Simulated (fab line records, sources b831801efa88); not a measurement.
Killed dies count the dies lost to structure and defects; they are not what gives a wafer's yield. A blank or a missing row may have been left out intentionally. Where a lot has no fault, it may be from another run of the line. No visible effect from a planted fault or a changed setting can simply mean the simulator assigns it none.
Which of the tools did it?    flow gf180mcu    Sampling: 13 lots, 39 wafers, 4 of 602 route steps

== WHAT THE GAUGES READ, wafer by wafer ==
GF_M3_CD_MEAS_14: the cd target is 280 nm.
lot   measured      on         cd-nm (nm)
L461  day 21 05:43  cd-sem-02  278.7 279.9 278.9
L464  day 22 13:07  cd-sem-02  279.0 279.6 280.3
L465  day 23 02:52  cd-sem-01  280.9 281.0 280.2
L466  day 23 04:01  cd-sem-01  280.0 279.9 277.9
L467  day 23 23:23  cd-sem-02  280.4 279.3 279.4
L470  day 24 17:13  cd-sem-02  279.5 280.6 279.4
L471  day 25 04:37  cd-sem-02  281.0 280.8 281.7
L472  day 25 07:37  cd-sem-02  278.6 278.6 280.2
L473  day 25 18:05  cd-sem-01  278.6 279.8 278.3
L474  day 25 20:55  cd-sem-02  279.5 280.4 279.6
L480  day 27 23:25  cd-sem-01  278.3 279.7 279.1
L482  day 28 08:21  cd-sem-02  279.5 279.9 280.4
L484  day 28 22:50  cd-sem-01  279.7 278.9 280.5

== TOOL THAT RAN EACH LOT (tool first, then ch and the chambers of the sampled wafers, then the start) ==
lot   GF_V1_SOFTBAKE_10                  GF_M2_SPUTTER_00              GF_V2_SPUTTER_21
L461  litho-track-02 ch 0, day 17 12:00  pvd-sputter-04, day 18 01:58  pvd-sputter-02, day 20 04:56
L464  litho-track-04 ch 0, day 18 19:00  pvd-sputter-03, day 19 08:41  pvd-sputter-04, day 21 12:40
L465  litho-track-04 ch 0, day 19 10:00  pvd-sputter-04, day 20 00:52  pvd-sputter-01, day 22 02:54
L466  litho-track-04 ch 0, day 19 12:00  pvd-sputter-01, day 20 01:44  pvd-sputter-02, day 22 04:14
L467  litho-track-02 ch 0, day 20 08:00  pvd-sputter-01, day 20 22:16  pvd-sputter-02, day 22 23:52
L470  litho-track-03 ch 0, day 21 05:00  pvd-sputter-03, day 21 18:45  pvd-sputter-04, day 23 18:15
L471  litho-track-03 ch 0, day 21 15:00  pvd-sputter-03, day 22 05:24  pvd-sputter-04, day 24 04:53
L472  litho-track-02 ch 0, day 21 19:00  pvd-sputter-01, day 22 08:43  pvd-sputter-02, day 24 08:52
L473  litho-track-03 ch 0, day 22 07:00  pvd-sputter-03, day 22 20:22  pvd-sputter-02, day 24 19:49
L474  litho-track-02 ch 0, day 22 10:00  pvd-sputter-04, day 22 23:29  pvd-sputter-02, day 24 22:47
L480  litho-track-02 ch 0, day 24 17:00  pvd-sputter-01, day 25 06:32  pvd-sputter-04, day 27 02:14
L482  litho-track-02 ch 0, day 25 03:00  pvd-sputter-04, day 25 16:07  pvd-sputter-04, day 27 11:56
L484  litho-track-03 ch 0, day 25 19:00  pvd-sputter-01, day 26 07:24  pvd-sputter-04, day 28 02:26
- GF_V1_SOFTBAKE_10: time 60 s.
- GF_M2_SPUTTER_00: material Ti, target thk 37.5 nm, time 150 s.
- GF_V2_SPUTTER_21: material Ti, target thk 15 nm, time 80.02 s.

== AS READ BY THE TOOLS THEMSELVES (means over the sampled wafers that have a number; for cases with no such wafer, the mark the record gives instead) ==
GF_V1_SOFTBAKE_10.
lot   tool            heater-power-total-W (W)  resist-line-temp-C (C)  run-length-s (s)
L461  litho-track-02  93.08                     23.09                   88.69
L464  litho-track-04  93.09                     22.85                   89.17
L465  litho-track-04  93.03                     23.06                   89.22
L466  litho-track-04  93.04                     23.02                   89.09
L467  litho-track-02  93.04                     22.94                   88.72
L470  litho-track-03  93.00                     23.00                   88.83
L471  litho-track-03  93.09                     23.03                   88.81
L472  litho-track-02  93.12                     22.98                   88.70
L473  litho-track-03  93.05                     23.04                   88.72
L474  litho-track-02  93.06                     22.98                   88.75
L480  litho-track-02  97.17                     22.99                   80.99
L482  litho-track-02  97.21                     23.03                   81.02
L484  litho-track-03  93.00                     22.92                   88.75

GF_M2_SPUTTER_00.
lot   tool            cathode-dc-power-W (W)  throttle-valve-pct (%)
L461  pvd-sputter-04  3999.6                  29.2
L464  pvd-sputter-03  4000.2                  30.9
L465  pvd-sputter-04  3999.5                  29.1
L466  pvd-sputter-01  4000.4                  29.1
L467  pvd-sputter-01  3999.9                  29.4
L470  pvd-sputter-03  4001.2                  30.2
L471  pvd-sputter-03  4000.4                  30.2
L472  pvd-sputter-01  4000.2                  29.5
L473  pvd-sputter-03  3999.5                  30.3
L474  pvd-sputter-04  4000.6                  29.6
L480  pvd-sputter-01  4000.1                  29.4
L482  pvd-sputter-04  4000.5                  29.2
L484  pvd-sputter-01  3999.5                  28.9

GF_V2_SPUTTER_21.
lot   tool            cathode-dc-power-W (W)  throttle-valve-pct (%)
L461  pvd-sputter-02  2500.1                  30.2
L464  pvd-sputter-04  2499.9                  29.6
L465  pvd-sputter-01  2500.1                  29.9
L466  pvd-sputter-02  2500.0                  30.2
L467  pvd-sputter-02  2500.0                  30.1
L470  pvd-sputter-04  2499.8                  29.7
L471  pvd-sputter-04  2500.5                  29.3
L472  pvd-sputter-02  2499.7                  30.3
L473  pvd-sputter-02  2500.1                  29.4
L474  pvd-sputter-02  2500.0                  30.4
L480  pvd-sputter-04  2500.5                  29.7
L482  pvd-sputter-04  2499.9                  29.2
L484  pvd-sputter-04  2500.4                  29.4

== THE ANSWER, worked out from the rows above alone ==
Rule: the usual values come from the lots themselves. Put in order of their means at a reading, lots are off if they are a third of the lots or fewer, leave a main group of 4 or more, and stand apart from it by a gap of 3 or more times the standard deviation of the main group's means; of several such gaps the widest counts. A main group is skipped when, at the precision printed for the reading in the tables above, its means are all equal. A lot without any number at a reading at which 4 lots or more have one is off too. All remaining lots with rows at the step are treated as sound. After the gauges, taken in route order, come the tools' own readings; for these a lot's mean is taken, as printed above. At the first step where some lot is off, the reading lying furthest off is the one used; lots without a number count as furthest.
Off, at GF_V1_SOFTBAKE_10 on heater-power-total-W: L480, L482. Main group: mean 93.05 W, sd 0.036.
A tool fits if, at that step or a process step before it, it ran every lot that is off, and no sound lot after the first of them. One candidate fits, namely litho-track-02 at GF_V1_SOFTBAKE_10. A fault onset in the window from L474 (day 22 10:00, its last sound lot) to L480 (day 24 17:00, its first lot off) fits.
The tool's own readings at GF_V1_SOFTBAKE_10 bear it out: on the lots that are off they differ by more than 5 times the standard deviation of the sound lots' means. heater-power-total-W reads 97.19 W there against 93.05 W on the sound lots; run-length-s reads 81.00 s there against 88.86 s on the sound lots.

== WHAT WAS PUT IN BY THE SIMULATOR ==
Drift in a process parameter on litho-track-02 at GF_V1_SOFTBAKE_10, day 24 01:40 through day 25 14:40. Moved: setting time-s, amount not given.
Shown lots that were struck: L480, L482. The rule given above showed the same thing.
